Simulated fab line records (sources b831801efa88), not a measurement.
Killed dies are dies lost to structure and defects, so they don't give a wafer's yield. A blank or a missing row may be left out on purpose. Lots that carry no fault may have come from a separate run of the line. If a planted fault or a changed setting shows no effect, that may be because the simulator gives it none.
fab line records    flow sky130
record lots=4  wafers=12  last-day=48
route steps=708 shown METAL2@490 VIA2@507 PAD_OPEN@708
lots untouched by any fault: they come from a run of this same line in which no faults occurred
start-h: hours from the record's first day to the start of the lot's first wafer shown    wait-h: time in hours since the lot's previous step    " repeats the value in the row above    L1.1+2: several wafers, shown together as one row    - no value, or no start given    * or withheld: withheld    < > ~ a bound
route shown NAME@n: names a module that has steps shown in the file, with the first one's number in the route    usual: average and standard deviation across the fault-free wafers    same: alike in all rows    chamber/n: place in a boat    sites: the reading at each site    _std_site: the standard deviation of these    _edge_site: outer sites' mean less inner sites'    radius-mm: for every site, how far away it sits from the centre of the wafer    mask NAME#n: copy n    behind: the most recent tool/chamber to have shaped the wafer    hold: the reason the lot was held/the length of the hold in hours/how it ended    device: whichever transistor did not switch (one of n, p or np)    end of line: the tests these same wafers got at the end of their route    a step without rows: its recipe alone    killed: count of dies lost to structure and defects at first sort (not the wafer's yield)    map: dies across one wafer; x = killed, . = not, _ = none there
set.NAME: the setting as run; set.NAME@STEP: as run at that earlier step    model.NAME: the simulator's own value behind a step, which no gauge read
a table for each step, a row for each wafer; lots at some steps of the route
services: from which hour (start-h, from the record's first day; less than 0 if before it) a tool's chamber was out of use, for how many hours, and why
## steps
# step SKY_METAL2_DEHYDRATE_07
# recipe temp-c=200  time-s=60
# step SKY_METAL2_HMDS_08
# recipe prime-time-s=60  prime-temp-c=120
# step SKY_METAL2_COAT_09
# recipe resist=BARC  temp-c=withheld  time-s=withheld  spin-rpm=3000  resist-thk-nm=60
# step SKY_METAL2_COAT_10
# recipe resist=KrF-thick  spin-rpm=3000  resist-thk-nm=450
# step SKY_METAL2_SOFTBAKE_11
# recipe temp-c=100  time-s=90  resist=KrF-thick
# step SKY_METAL2_EXPOSE_12
# recipe mask-id=MM2  na=0.8  source-shape=annular  sigma-inner=0.55  sigma-outer=0.85  target-cd-nm=140  dose-mj=28
# step SKY_METAL2_PEB_13
# recipe peb-temp-c=withheld  peb-time-s=withheld  resist=KrF-thick
# step SKY_METAL2_DEVELOP_14
# recipe develop-time-s=60  resist=KrF-thick  dev-temp-c=21
# step SKY_METAL2_DESCUM_17
# recipe chemistry=O2  source-power-w=150  bias-power-w=0  pressure-mtorr=10  temp-c=40  time-s=8
# step SKY_METAL2_ETCH_18
# recipe chemistry=N2/H2  target=BARC  ion-energy-ev=200  bias-w=100  pressure-mtorr=30  n2-flow-sccm=100  h2-flow-sccm=200  icp-w=500  stop-on=SiO2  time-s=45.9  target-depth-a=600
# usual drypump-motor-current-A=5.7/0.33  oes-product-au=0.854/0.0049  throttle-valve-pct=13.225/0.0087
lot.wafer  tool          chamber  start-h  wait-h  drypump-motor-current-A  oes-product-au  rf-hours-counter-h  throttle-valve-pct
L685.1     rie-metal-03  1        835.43   0.0     5.6                      0.853           3                   13.218
L685.2     "             0        "        "       5.9                      0.858           16                  13.231
L685.6     "             1        "        "       5.7                      0.849           -                   13.224
L687.2     rie-metal-04  1        862.96   0.0     5.7                      0.856           16                  13.237
L687.3     "             1        "        "       5.6                      0.851           -                   13.228
L687.5     "             0        "        "       5.9                      0.854           -                   13.229
L693.3     rie-metal-04  0        917.15   0.1     5.9                      0.864           -                   13.226
L693.4     "             0        "        "       5.9                      0.845           -                   13.220
L693.5     "             0        "        "       5.9                      0.856           -                   13.230
L695.3     rie-metal-04  0        917.68   0.1     5.9                      0.850           -                   13.220
L695.4     "             0        "        "       5.9                      0.845           -                   13.229
L695.5     "             0        "        "       5.9                      0.856           -                   13.224
# step SKY_METAL2_METAL_ETCH_19
# recipe target-depth-a=3600  stop-on=SiO2  over-etch-frac=0.3  time-s=78  chemistry=Cl2/BCl3  resist-sidewall-deg=88  pressure-mtorr=10  icp-w=900  bias-w=48.5  Cl2_flow_sccm=60  bcl3-flow-sccm=30
# step SKY_METAL2_STRIP_20
# recipe chemistry=O2/N2  power-w=1400  pressure-mtorr=1500  platen-temp-c=withheld  o2-flow-sccm=3000  n2-flow-sccm=300  overash-fraction=0.5
# step SKY_METAL2_STRIP_21
# recipe chemistry=post-etch-residue-remover  time-s=1200  temp-c=72.5
# step SKY_METAL2_CLEAN_22
# recipe chemistry=IPA  time-s=180  temp-c=25
# step SKY_METAL2_CLEAN_23
# recipe chemistry=O3/DIW  dry=n2-spin
# step SKY_VIA2_HDPCVD_00
# recipe material=SiO2  target-thk-nm=1180  sigma-open-frac=0.3  time-s=196.7  temp-c=400  sih4-flow-sccm=60  pressure-mtorr=6
# step SKY_VIA2_CMP_02
# recipe material=SiO2  down-force-psi=4  platen-rpm=60  pad-velocity-m-s=0.94248
# step SKY_VIA2_DEHYDRATE_04
# recipe temp-c=200  time-s=60
# step SKY_VIA2_HMDS_05
# recipe prime-time-s=60  prime-temp-c=120
# step SKY_VIA2_COAT_06
# recipe resist=BARC  temp-c=withheld  time-s=withheld  spin-rpm=3000  resist-thk-nm=60
# step SKY_VIA2_COAT_07
# recipe resist=KrF-thick  spin-rpm=3000  resist-thk-nm=450
# step SKY_VIA2_SOFTBAKE_08
# recipe temp-c=100  time-s=90  resist=KrF-thick
# step SKY_VIA2_EXPOSE_09
# recipe mask-id=VIM2  na=0.8  source-shape=annular  sigma-inner=0.55  sigma-outer=0.85  target-cd-nm=200  dose-mj=38
# step SKY_VIA2_PEB_10
# recipe peb-temp-c=withheld  peb-time-s=withheld  resist=KrF-thick
# step SKY_VIA2_DEVELOP_11
# recipe develop-time-s=60  resist=KrF-thick  dev-temp-c=21
# step SKY_VIA2_ETCH_14
# recipe chemistry=N2/H2  target=BARC  ion-energy-ev=200  source-w=500  bias-w=100  pressure-mtorr=30  n2-flow-sccm=100  h2-flow-sccm=200  stop-on=SiO2  time-s=45.9  target-depth-a=600
# step SKY_VIA2_ETCH_15
# recipe target=SiO2  chemistry=C4F8/O2/Ar  target-depth-nm=546  stop-on=TiN  mask-material=KrF-thick  source-w=1500  bias-w=1200  pressure-mtorr=40  c4f8-flow-sccm=withheld  O2_flow_sccm=6  Ar_flow_sccm=300  time-s=84
# step SKY_VIA2_STRIP_16
# recipe chemistry=O2/N2  power-w=1400  pressure-mtorr=1500  platen-temp-c=withheld  o2-flow-sccm=3000  n2-flow-sccm=300  overash-fraction=0.5
# step SKY_VIA2_STRIP_17
# recipe chemistry=post-etch-residue-remover  time-s=1200  temp-c=72.5
# step SKY_VIA2_CLEAN_18
# recipe chemistry=IPA  time-s=180  temp-c=25
# step SKY_VIA2_CLEAN_19
# recipe chemistry=O3/DIW  dry=n2-spin
# step SKY_VIA2_SPUTTER_20
# recipe material=TiN  target-thk-nm=20  chamber-pressure-pa=5  power-w=4000  time-s=80
# step SKY_VIA2_CVD_21
# recipe material=W  target-thk-nm=420  time-s=126.4  temp-c=400  pressure-torr=40
# step SKY_PAD_OPEN_PROBE_99
# usual defect-limited-yield=82.5/2  killed_at_M0_to_M3=44/7.7  killed_at_M4_up=3.0/1.9  killed-at-contacts=25/5.6  killed-at-front-end=15/4.6  killed-at-other=0.3/0.47  killed-dies=86/9.9  killed-open=47/7.4  killed-short=39/5.9  sort_bin_3_pad_short=0.8/0.37  sort_bin_5_function=10.4/1.5  sort_bin_6_memory=6.3/1  sort-n-pass=406/9.9  sort-yield-pct=82.5/2
# same gross-dies=492  killed-at-back-side=0  sort_bin_4_leakage[%]=0  sort_bin_8_speed[%]=0
lot.wafer  tool       chamber  start-h  wait-h  hold                      defect-limited-yield[%]  killed_at_M0_to_M3  killed_at_M4_up  killed-at-contacts  killed-at-front-end  killed-at-other  killed-dies  killed-open  killed-short  sort_bin_3_pad_short[%]  sort_bin_5_function[%]  sort_bin_6_memory[%]  sort-n-pass  sort-yield-pct[%]  model.etest.tester.sort-n-pass  model.etest.tester.sort-yield-pct  model.etest.tester.sort_bin_5_pct  model.etest.tester.sort_bin_3_pct  model.etest.tester.sort_bin_6_pct
L685.1     prober-01  -        1090.66  0.1     -                         82.9                     45                  2                22                  15                   0                84           45           39            0.4                      10.0                    6.7                   408          82.9               408                             82.93                              9.959                              0.4065                             6.707
L685.2     prober-01  -        1090.71  0.1     -                         80.5                     49                  4                26                  17                   0                96           57           39            0.4                      11.4                    7.7                   396          80.5               396                             80.49                              11.38                              0.4065                             7.724
L685.6     prober-01  -        1090.91  0.2     -                         84.6                     35                  4                20                  17                   0                76           38           38            0.8                      8.3                     6.3                   416          84.6               416                             84.55                              8.333                              0.813                              6.301
L687.2     prober-01  -        1110.29  0.1     -                         82.1                     52                  1                19                  16                   0                88           44           44            0.8                      10.4                    6.7                   404          82.1               404                             82.11                              10.37                              0.813                              6.707
L687.3     prober-01  -        1110.34  0.2     -                         85.0                     32                  3                24                  15                   0                74           37           37            0.8                      9.6                     4.7                   418          85.0               418                             84.96                              9.553                              0.813                              4.675
L687.5     prober-01  -        1110.44  0.2     -                         82.1                     40                  2                31                  14                   1                88           53           35            1.0                      9.3                     7.5                   404          82.1               404                             82.11                              9.35                               1.016                              7.52
L693.3     prober-01  -        1151.96  0.2     await-dispo/4.3h/release  78.3                     78                  2                16                  11                   0                107          39           19            1.4                      13.4                    6.9                   385          78.3               385                             78.25                              13.41                              1.423                              6.911
L693.4     prober-01  -        1152.01  0.2     await-dispo/4.3h/release  77.2                     70                  3                26                  13                   0                112          46           27            1.6                      14.6                    6.5                   380          77.2               380                             77.24                              14.63                              1.626                              6.504
L693.5     prober-01  -        1152.06  0.2     await-dispo/4.3h/release  75.4                     83                  5                20                  13                   0                121          47           24            0.8                      16.1                    7.7                   371          75.4               371                             75.41                              16.06                              0.813                              7.724
L695.3     prober-01  -        1153.66  0.2     await-dispo/2.8h/release  75.0                     82                  3                26                  12                   0                123          44           36            1.4                      15.4                    8.1                   369          75.0               369                             75                                 15.45                              1.423                              8.13
L695.4     prober-01  -        1153.71  0.2     await-dispo/2.8h/release  75.0                     76                  2                22                  23                   0                123          46           40            2.2                      15.4                    7.3                   369          75.0               369                             75                                 15.45                              2.236                              7.317
L695.5     prober-01  -        1153.76  0.2     await-dispo/2.8h/release  75.2                     78                  2                25                  17                   0                122          41           38            2.6                      15.7                    6.5                   370          75.2               370                             75.2                               15.65                              2.642                              6.504
# killed by level:class
L685.1 VIA1:geometric-particle:open=14 LI_CONTACT:geometric-particle:open=7 VIA2:geometric-particle:open=6 CONTACT:geometric-particle:short=6 VIA1:geometric-particle:short=6 METAL2:geometric-particle:short=6 POLY_GATE:geometric-particle:short=5 VIA3:geometric-particle:open=5
L685.2 CONTACT:geometric-particle:open=12 VIA3:geometric-particle:open=10 VIA1:geometric-particle:open=9 VIA2:geometric-particle:open=9 METAL2:geometric-particle:short=6 POLY_GATE:geometric-particle:open=5 POLY_GATE:geometric-particle:short=4 CONTACT:geometric-particle:short=4
L685.6 VIA1:geometric-particle:open=13 LOCAL_INTERCONNECT:geometric-particle:short=7 POLY_GATE:geometric-particle:short=6 VIA2:geometric-particle:short=6 CONTACT:geometric-particle:open=5 VIA2:geometric-particle:open=5 FIELD_ISO:geometric-particle:open=3 FIELD_ISO:geometric-particle:short=3
L687.2 VIA1:geometric-particle:open=10 VIA3:geometric-particle:open=8 VIA3:geometric-particle:short=7 VIA2:geometric-particle:open=7 CONTACT:geometric-particle:open=6 VIA1:geometric-particle:short=5 SONOS_ONO:geometric-particle:short=5 FIELD_ISO:geometric-particle:short=4
L687.3 CONTACT:geometric-particle:open=9 VIA1:geometric-particle:open=9 CONTACT:geometric-particle:short=7 FIELD_ISO:geometric-particle:short=5 LI_CONTACT:geometric-particle:open=5 METAL1:geometric-particle:short=5 VIA1:geometric-particle:short=4 VIA3:geometric-particle:open=4
L687.5 LI_CONTACT:geometric-particle:open=13 CONTACT:geometric-particle:open=8 VIA1:geometric-particle:open=8 VIA3:geometric-particle:open=8 POLY_GATE:geometric-particle:open=5 METAL1:geometric-particle:short=5 VIA2:geometric-particle:open=5 LI_CONTACT:geometric-particle:short=4
L693.3 METAL2:unspecified=49 LI_CONTACT:geometric-particle:open=8 CONTACT:geometric-particle:open=7 VIA2:geometric-particle:open=7 VIA3:geometric-particle:open=6 METAL1:geometric-particle:short=5 FIELD_ISO:geometric-particle:short=3 POLY_GATE:geometric-particle:open=3
L693.4 METAL2:unspecified=39 CONTACT:geometric-particle:open=17 VIA3:geometric-particle:open=6 METAL2:geometric-particle:short=6 VIA1:geometric-particle:open=6 LI_CONTACT:geometric-particle:open=5 FIELD_ISO:geometric-particle:short=4 FIELD_ISO:geometric-particle:open=3
L693.5 METAL2:unspecified=50 VIA1:geometric-particle:open=8 LI_CONTACT:geometric-particle:open=8 CONTACT:geometric-particle:open=7 VIA3:geometric-particle:open=7 VIA2:geometric-particle:open=6 FIELD_ISO:geometric-particle:open=5 METAL4:geometric-particle:short=5
L695.3 METAL2:unspecified=43 VIA3:geometric-particle:open=11 LI_CONTACT:geometric-particle:open=9 VIA1:geometric-particle:open=9 CONTACT:geometric-particle:open=6 LOCAL_INTERCONNECT:geometric-particle:short=5 VIA1:geometric-particle:short=5 CONTACT:geometric-particle:short=4
L695.4 METAL2:unspecified=37 VIA1:geometric-particle:open=9 CONTACT:geometric-particle:open=9 VIA3:geometric-particle:open=9 FIELD_ISO:geometric-particle:open=6 POLY_GATE:geometric-particle:short=5 SPACER:geometric-particle:short=5 VIA1:geometric-particle:short=5
L695.5 METAL2:unspecified=43 VIA1:geometric-particle:open=9 CONTACT:geometric-particle:open=9 LI_CONTACT:geometric-particle:open=5 METAL2:geometric-particle:short=5 LI_CONTACT:geometric-particle:short=4 VIA1:geometric-particle:short=4 CONTACT:geometric-particle:short=4
# map L693.5 (x killed, . not)
__________...x....x._________
________........x.x..x_______
______.x................_____
_____x.x...x.x.x....x.x..____
____...x..x...............___
___..x.....x.x..........xxx__
__....x.xxxx.x.x.x.........._
_.x....x.xx.x.......x..x.....
_..x..xx...xx.....x...x......
_.....xxx.xxxx.........x.....
_......xxxxxxxxx........x.x.x
_......xxxxxxx.xxx......x....
_.....xxxxxxxxx...x...x..x...
_x...x.xxxxxx.xx...xx........
_.......xxxx.x.x.x..........x
__........xx.x.xx..........._
___.x....x............x....__
____........x.............___
_____.x...........x.....x____
______.........x...x...._____
________......x......._______
__________.........._________
# map L695.3 (x killed, . not)
__________.xx......._________
________..........x.x._______
______..x...x..x.x..x.x._____
_____....x..x...........x____
____.x....x....x...x....x.___
___...x..x.xx...xxx....x...__
__.x.x.....xx......x....x..._
_......x.....x.....x.........
_....x...xx....x...x....x....
_......xxxxxxx.x.......x.x...
_...x..xxxxxxx...xx..........
_......x.xxxxxx.x.......x.x..
_..x..xxxxxxxxx.x..x.......x.
_.x....x..xxx.x........x.....
_.....x..xxx.xxx.............
__.....x...x..........x.x.x._
___....x.x...x......x.x....__
____......x.......x..x.xx.___
_____xxx....x.........x..____
______..xx.............._____
________....xx........_______
__________.......x.._________
## services
tool          chamber  start-h  hours  kind
rie-metal-03  -        870.39   2.8    pm
rie-metal-03  0        895.96   -      clean
rie-metal-03  0        895.96   18.7   scheduled-down
rie-metal-03  0        895.96   18.7   vent-cycle
rie-metal-04  1        913.27   -      clean
rie-metal-04  1        913.27   21.2   scheduled-down
rie-metal-04  1        913.27   21.2   vent-cycle
## key
first-sign step=SKY_PAD_OPEN_PROBE_99  reading=killed_at_M0_to_M3  direction=up  sigmas=4.4  usual=44  struck=78
effect step=SKY_PAD_OPEN_PROBE_99  reading=killed-dies  direction=up  sigmas=3.2  usual=86  struck=118
model-effect step=SKY_PAD_OPEN_PROBE_99  value=etest.tester.sort-n-pass  without=413  struck=374
met-at SKY_METAL2_ETCH_18
struck-wafers L693.3,L693.4,L693.5,L695.3,L695.4,L695.5
onset-between 862.96 917.15
also-fits time
fault kind=chamber-particle-source  tool=rie-metal-04  chamber=0  onset-h=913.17  steps=SKY_METAL2_ETCH_18  rate-per-visit-cm2=0.43214  end-h=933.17
